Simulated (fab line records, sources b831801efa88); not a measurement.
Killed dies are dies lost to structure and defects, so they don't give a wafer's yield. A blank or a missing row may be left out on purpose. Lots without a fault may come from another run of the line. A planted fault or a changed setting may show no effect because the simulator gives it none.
Chamber matching | flow sky130 | SKY_LI_CONTACT_ETCH_15 on rie_diel-01: 4 sister chambers
The step etches PSG in C4F8/O2/Ar, stops on Si, target depth 600 nm. 8 wafers are shown with their chamber, then 12 later ones without.

WAFERS WITH THEIR CHAMBER
wafer  | chamber | oes_product_au (a.u.)
L086.2 | 3       | 0.832
L088.6 | 3       | 0.833
L089.1 | 0       | 0.834
L089.4 | 2       | 0.848
L089.5 | 1       | 0.843
L090.2 | 1       | 0.834
L090.3 | 0       | 0.844
L090.4 | 2       | 0.832

WAFERS WITHOUT THEIR CHAMBER
wafer  | oes_product_au (a.u.)
L093.1 | 0.849
L093.2 | 0.839
L093.4 | 0.823
L095.3 | 0.831
L095.4 | 0.837
L095.5 | 0.836
L096.1 | 0.837
L096.4 | 0.825
L096.6 | 0.830
L097.2 | 0.830
L097.5 | 0.834
L097.6 | 0.835

WHICH CHAMBER EACH WENT THROUGH
wafer  | from the rows above               | in truth
L093.1 | can't be placed: 2 or 0 or 1 or 3 | 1
L093.2 | can't be placed: 0 or 1 or 2 or 3 | 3
L093.4 | can't be placed: 3 or 1 or 0 or 2 | 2
L095.3 | can't be placed: 3 or 1 or 0 or 2 | 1
L095.4 | can't be placed: 1 or 0 or 2 or 3 | 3
L095.5 | can't be placed: 1 or 0 or 3 or 2 | 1
L096.1 | can't be placed: 1 or 0 or 2 or 3 | 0
L096.4 | can't be placed: 3 or 1 or 0 or 2 | 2
L096.6 | can't be placed: 3 or 1 or 0 or 2 | 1
L097.2 | can't be placed: 3 or 1 or 0 or 2 | 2
L097.5 | can't be placed: 3 or 1 or 0 or 2 | 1
L097.6 | can't be placed: 3 or 1 or 0 or 2 | 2
Placed correctly: 0 of 12. Can't be placed from these rows: 12 (the true chamber is among the candidates in 12). Placed wrongly: 0.
How it was worked out, from the rows above alone: a wafer's distance from a chamber is the root of the sum, over the readings, of the square of ((its reading less the chamber's mean) divided by the reading's scatter). The wafer belongs to the nearest chamber; if the next one is less than 2 further off, it can't be placed. A chamber's mean is the mean of its shown wafers. The scatter: the root of (the sum of the squares of (reading less its chamber's mean) over the shown wafers, divided by (wafers less chambers)).
